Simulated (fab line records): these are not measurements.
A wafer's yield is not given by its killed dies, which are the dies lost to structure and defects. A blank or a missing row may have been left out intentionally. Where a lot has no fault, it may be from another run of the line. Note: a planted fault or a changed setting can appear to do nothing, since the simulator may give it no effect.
Which of the tools did it? | flow gf180mcu | 12 lots with 36 wafers sampled at 6 steps, on a route of 602 steps

== WHAT THE GAUGES SHOWED, per wafer ==
GF_M1_CD_MEAS_14: the cd target is 230 nm.
lot  | measured     | on        | cd-nm (nm)
L957 | day 17 13:00 | cd-sem-01 | 229.7 229.1 228.4
L958 | day 17 21:53 | cd-sem-02 | 229.4 229.1 230.1
L959 | day 18 16:13 | cd-sem-02 | 231.4 231.1 230.3
L961 | day 18 18:04 | cd-sem-02 | 229.9 228.4 229.6
L963 | day 19 15:53 | cd-sem-02 | 228.6 228.8 229.6
L965 | day 20 12:46 | cd-sem-02 | 229.2 228.8 229.6
L966 | day 20 19:55 | cd-sem-01 | 227.6 229.1 229.5
L969 | day 22 09:22 | cd-sem-01 | 228.6 230.1 230.4
L975 | day 23 21:00 | cd-sem-02 | 230.3 230.3 230.2
L977 | day 24 16:16 | cd-sem-01 | 230.8 229.7 231.3
L978 | day 25 00:52 | cd-sem-01 | 230.2 230.2 230.5
L979 | day 25 09:33 | cd-sem-02 | 228.6 229.8 229.2

GF_V1_RS_MEAS_24: a four-point-probe measurement.
lot  | measured     | on            | V1_W_RS (ohm/sq)
L957 | day 18 15:35 | film-metro-04 | 0.334 0.333 0.329
L958 | day 18 23:55 | film-metro-04 | 0.326 0.327 0.322
L959 | day 19 18:47 | film-metro-04 | 0.327 0.333 0.337
L961 | day 19 21:05 | film-metro-04 | 0.331 0.325 0.326
L963 | day 20 18:58 | film-metro-01 | 0.325 0.326 0.321
L965 | day 21 15:00 | film-metro-01 | 0.327 0.327 0.337
L966 | day 21 22:13 | film-metro-01 | 0.333 0.342 0.342
L969 | day 23 11:36 | film-metro-01 | 0.333 0.353 0.331
L975 | day 24 21:04 | film-metro-01 | 0.328 0.334 0.328
L977 | day 25 16:04 | film-metro-04 | 0.337 0.336 0.337
L978 | day 26 00:35 | film-metro-01 | 0.327 0.326 0.329
L979 | day 26 09:02 | film-metro-01 | 0.331 0.332 0.334

GF_V1_THK_MEAS_25: measures by xrf.
lot  | measured     | on            | V1_W_THK (nm)
L957 | day 18 15:41 | film-metro-04 | 339 339 343
L958 | day 19 00:02 | film-metro-04 | 347 345 349
L959 | day 19 18:55 | film-metro-04 | 345 340 334
L961 | day 19 21:11 | film-metro-04 | 343 346 346
L963 | day 20 19:05 | film-metro-01 | 343 342 348
L965 | day 21 15:06 | film-metro-01 | 343 340 331
L966 | day 21 22:20 | film-metro-01 | 335 326 327
L969 | day 23 11:43 | film-metro-01 | 336 317 338
L975 | day 24 21:10 | film-metro-01 | 340 335 341
L977 | day 25 16:11 | film-metro-04 | 334 337 337
L978 | day 26 00:42 | film-metro-01 | 342 345 341
L979 | day 26 09:08 | film-metro-01 | 338 338 335

== WHAT TOOL EACH LOT RAN ON (gives the tool, then ch and the chambers of the sampled wafers, and finally the start) ==
lot  | GF_V1_CVD_02                    | GF_V1_SPUTTER_22             | GF_V1_CVD_23
L957 | pecvd-01 ch 0,1, day 17 13:57   | pvd-sputter-03, day 18 15:25 | cvd-w-01 ch 0,1, day 18 15:27
L958 | pecvd-01 ch 0,2, day 17 22:53   | pvd-sputter-03, day 18 23:46 | cvd-w-02 ch 0,1, day 18 23:48
L959 | pecvd-01 ch 0,1, day 18 17:08   | pvd-sputter-01, day 19 18:38 | cvd-w-01 ch 0,1, day 19 18:41
L961 | pecvd-04 ch 1,2, day 18 19:05   | pvd-sputter-02, day 19 20:53 | cvd-w-01 ch 0,1, day 19 20:58
L963 | pecvd-04 ch 1,2, day 19 16:54   | pvd-sputter-01, day 20 18:48 | cvd-w-02 ch 0,1, day 20 18:50
L965 | pecvd-04 ch 0,1,2, day 20 13:42 | pvd-sputter-03, day 21 14:49 | cvd-w-01 ch 0,1, day 21 14:53
L966 | pecvd-01 ch 0,1,2, day 20 20:50 | pvd-sputter-02, day 21 22:03 | cvd-w-02 ch 0,1, day 21 22:05
L969 | pecvd-03 ch 0,1, day 22 10:40   | pvd-sputter-03, day 23 11:27 | cvd-w-02 ch 0,1, day 23 11:29
L975 | pecvd-01 ch 0,1,2, day 23 21:55 | pvd-sputter-02, day 24 20:53 | cvd-w-01 ch 0,1, day 24 20:56
L977 | pecvd-04 ch 1,2, day 24 17:13   | pvd-sputter-02, day 25 15:55 | cvd-w-01 ch 0,1, day 25 15:57
L978 | pecvd-03 ch 0,1,2, day 25 01:48 | pvd-sputter-03, day 26 00:26 | cvd-w-02 ch 0,1, day 26 00:28
L979 | pecvd-03 ch 0,2, day 25 10:30   | pvd-sputter-03, day 26 08:52 | cvd-w-01 ch 0,1, day 26 08:54
- GF_V1_CVD_02: deposits SiO2 from TEOS, target thk 850 nm, time 94.851 s.
- GF_V1_SPUTTER_22: material TiN, target thk 10 nm, time 40 s.
- GF_V1_CVD_23: deposits W, target thk 350 nm, time 105.05 s.

== WHAT THE TOOLS THEMSELVES READ (means of the sampled wafers that have a number; where no wafer has one, the mark that the record gives instead) ==
GF_V1_CVD_02.
lot  | tool     | heater-power-w (W)
L957 | pecvd-01 | 715
L958 | pecvd-01 | 688
L959 | pecvd-01 | 628
L961 | pecvd-04 | 695
L963 | pecvd-04 | 705
L965 | pecvd-04 | 736
L966 | pecvd-01 | 630
L969 | pecvd-03 | 790
L975 | pecvd-01 | 571
L977 | pecvd-04 | 720
L978 | pecvd-03 | 838
L979 | pecvd-03 | 891

GF_V1_SPUTTER_22.
lot  | tool           | cathode-dc-power-W (W) | throttle-valve-pct (%)
L957 | pvd-sputter-03 | 3999.6                 | 30.9
L958 | pvd-sputter-03 | 4000.7                 | 30.1
L959 | pvd-sputter-01 | 3999.8                 | 30.4
L961 | pvd-sputter-02 | 3999.9                 | 30.7
L963 | pvd-sputter-01 | 4000.0                 | 30.4
L965 | pvd-sputter-03 | 4001.0                 | 29.8
L966 | pvd-sputter-02 | 4000.2                 | 31.1
L969 | pvd-sputter-03 | 4000.0                 | 30.1
L975 | pvd-sputter-02 | 3999.5                 | 31.3
L977 | pvd-sputter-02 | 4000.1                 | 31.2
L978 | pvd-sputter-03 | 3999.8                 | 30.5
L979 | pvd-sputter-03 | 4000.4                 | 29.5

GF_V1_CVD_23.
lot  | tool     | heater-power-w (W)
L957 | cvd-w-01 | 848
L958 | cvd-w-02 | 948
L959 | cvd-w-01 | 831
L961 | cvd-w-01 | 843
L963 | cvd-w-02 | 933
L965 | cvd-w-01 | 803
L966 | cvd-w-02 | 942
L969 | cvd-w-02 | 938
L975 | cvd-w-01 | 796
L977 | cvd-w-01 | 863
L978 | cvd-w-02 | 951
L979 | cvd-w-01 | 802

== THE ANSWER, worked out from the rows above alone ==
Rule: the lots themselves supply what counts as usual. The widest of any qualifying gaps counts: lots, ordered by their means at a reading, are off when they make up no more than a third of the lots, leave a main group of 4 or more, and stand apart from it by 3 or more times the standard deviation of that group's means. Not used: any main group whose means are identical at the precision the tables above print for the reading. Also off: a lot with no number at a reading for which 4 or more lots have one. Any other lot the step has rows for is counted as sound. The gauges are gone through in route order, then the tools' own readings, and for those a lot's mean is taken as printed above. At the first step where some lot is off, the reading lying furthest off is the one used; lots without a number count as furthest.
No lot is off at any reading shown: from this, nothing can be told.

== WHAT WAS PUT IN BY THE SIMULATOR ==
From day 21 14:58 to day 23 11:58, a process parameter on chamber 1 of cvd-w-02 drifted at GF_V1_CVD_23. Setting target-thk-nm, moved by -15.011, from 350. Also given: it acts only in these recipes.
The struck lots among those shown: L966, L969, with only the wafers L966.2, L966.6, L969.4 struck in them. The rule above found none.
